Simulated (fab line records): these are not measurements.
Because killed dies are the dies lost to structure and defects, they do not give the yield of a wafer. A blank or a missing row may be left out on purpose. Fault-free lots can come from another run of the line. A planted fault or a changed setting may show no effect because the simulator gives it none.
Which tool did it?    flow sky130    Sampling: 6 lots, 18 wafers, 3 of 708 route steps

WHAT THE GAUGES READ, wafer by wafer
SKY_VT_ADJUST_LVTN_TW_MEAS_21.
lot   measured      on             VT_ADJUST_LVTN_2_TW
L415  day 7 23:28   film-metro-03  188.4 188.6 188.5
L417  day 8 16:55   film-metro-02  186.4 185.9 186.2
L420  day 9 10:05   film-metro-01  189.6 188.8 188.6
L427  day 11 15:49  film-metro-01  173.8 172.8 173.5 173.1 173.2 172.4
L432  day 12 21:58  film-metro-02  187.1 188.2 187.7
L437  day 14 04:15  film-metro-02  187.9 187.5 188.2

TOOL THAT RAN EACH LOT (tool first, then ch and the chambers of the sampled wafers, then the start)
lot   SKY_FIELD_ISO_ETCH_15              SKY_VT_ADJUST_LVTN_IMPLANT_19
L415  rie-diel-02 ch 2,3, day 2 10:40    implanter-02 ch 0, day 7 23:13
L417  rie-diel-04 ch 2,3, day 2 20:59    implanter-01 ch 0, day 8 16:41
L420  rie-diel-02 ch 0,1,2, day 3 11:44  implanter-01 ch 0, day 9 09:52
L427  rie-diel-01 ch 0,2,3, day 5 02:10  implanter-01 ch 0, day 11 15:35
L432  rie-diel-04 ch 0,2, day 6 06:26    implanter-02 ch 0, day 12 21:44
L437  rie-diel-01 ch 0,2,3, day 7 03:49  implanter-02 ch 0, day 14 04:00
- SKY_FIELD_ISO_ETCH_15: etches the open film in CHF3/O2, stops on Si, target depth 180 nm, time 72 s.
- SKY_VT_ADJUST_LVTN_IMPLANT_19

THE ANSWER, worked out from the rows above alone
Rule: what is usual is taken from the lots themselves. The widest of any qualifying gaps counts: lots, ordered by their means at a reading, are off when they make up no more than a third of the lots, leave a main group of 4 or more, and stand apart from it by 3 or more times the standard deviation of that group's means. The tables above print the reading to a certain number of digits; a main group whose means all agree to those digits is not used. A lot without any number at a reading at which 4 lots or more have one is off too. Where the step has rows for the other lots, those lots are counted as sound.
Off: L427, seen at SKY_VT_ADJUST_LVTN_TW_MEAS_21 (VT_ADJUST_LVTN_2_TW). Mean 187.8 and standard deviation 0.96 in the main group.
A tool fits if, at a process step before that reading, it ran every lot that is off, and no sound lot after the first of them. Gauges at SKY_VT_ADJUST_LVTN_TW_MEAS_21: tried the same way as those tools. 2 tools fit, implanter-01 at SKY_VT_ADJUST_LVTN_IMPLANT_19 and film-metro-01 at SKY_VT_ADJUST_LVTN_TW_MEAS_21, so this cannot tell which one it is.

WHAT THE SIMULATOR PUT IN
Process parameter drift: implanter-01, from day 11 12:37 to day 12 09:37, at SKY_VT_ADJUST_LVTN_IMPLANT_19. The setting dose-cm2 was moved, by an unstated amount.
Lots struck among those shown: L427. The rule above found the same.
